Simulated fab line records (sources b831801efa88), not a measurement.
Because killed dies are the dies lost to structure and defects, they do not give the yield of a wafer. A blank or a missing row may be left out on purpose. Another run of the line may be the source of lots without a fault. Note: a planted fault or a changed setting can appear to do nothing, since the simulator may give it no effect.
The tool behind it: which one? :: flow sky130 :: 18 wafers from 6 lots sampled at 2 of the route's 708 steps

== WHAT THE GAUGES SHOWED, per wafer ==
SKY_VIA4_THK_MEAS_01.
lot: L939
measured: day 42 09:10
on: film_metro-04
VIA4_HDPCVD_THK (nm): 1784 1770 1773

lot: L942
measured: day 43 08:08
on: film_metro-02
VIA4_HDPCVD_THK (nm): 1733 1780 1742

lot: L944
measured: day 44 00:07
on: film_metro-02
VIA4_HDPCVD_THK (nm): 1759 1778 1775

lot: L946
measured: day 44 15:03
on: film_metro-02
VIA4_HDPCVD_THK (nm): 1730 1731 1729

lot: L957
measured: day 47 14:48
on: film_metro-04
VIA4_HDPCVD_THK (nm): 1727 1747 1756

lot: L960
measured: day 47 22:01
on: film_metro-02
VIA4_HDPCVD_THK (nm): 1775 1763 1789

== WHAT TOOL EACH LOT RAN ON (gives the tool, then ch and the chambers of the sampled wafers, and finally the start) ==
lot: L939
SKY_CAPM_CLEAN_16: wet_bench-03 ch 3, day 38 02:02

lot: L942
SKY_CAPM_CLEAN_16: wet_bench-03 ch 1, day 39 02:17

lot: L944
SKY_CAPM_CLEAN_16: wet_bench-03 ch 1, day 39 19:31

lot: L946
SKY_CAPM_CLEAN_16: wet_bench-04 ch 0, day 40 12:40

lot: L957
SKY_CAPM_CLEAN_16: wet_bench-01 ch 0, day 43 20:55

lot: L960
SKY_CAPM_CLEAN_16: wet_bench-03 ch 2, day 44 05:19
- SKY_CAPM_CLEAN_16: cleans in IPA, time 180 s.

== THE ANSWER, worked out from the rows above alone ==
Rule: usual is defined by the lots themselves. Put in order of their means at a reading, lots are off if they are a third of the lots or fewer, leave a main group of 4 or more, and stand apart from it by a gap of 3 or more times the standard deviation of the main group's means; of several such gaps the widest counts. If all means in a main group match to the digits the tables above print for the reading, that group is not used. Also off: a lot with no number at a reading for which 4 or more lots have one. The other lots that the step has rows for count as sound.
None of the lots is off at any reading shown; this tells nothing.

== WHAT THE SIMULATOR PUT IN ==
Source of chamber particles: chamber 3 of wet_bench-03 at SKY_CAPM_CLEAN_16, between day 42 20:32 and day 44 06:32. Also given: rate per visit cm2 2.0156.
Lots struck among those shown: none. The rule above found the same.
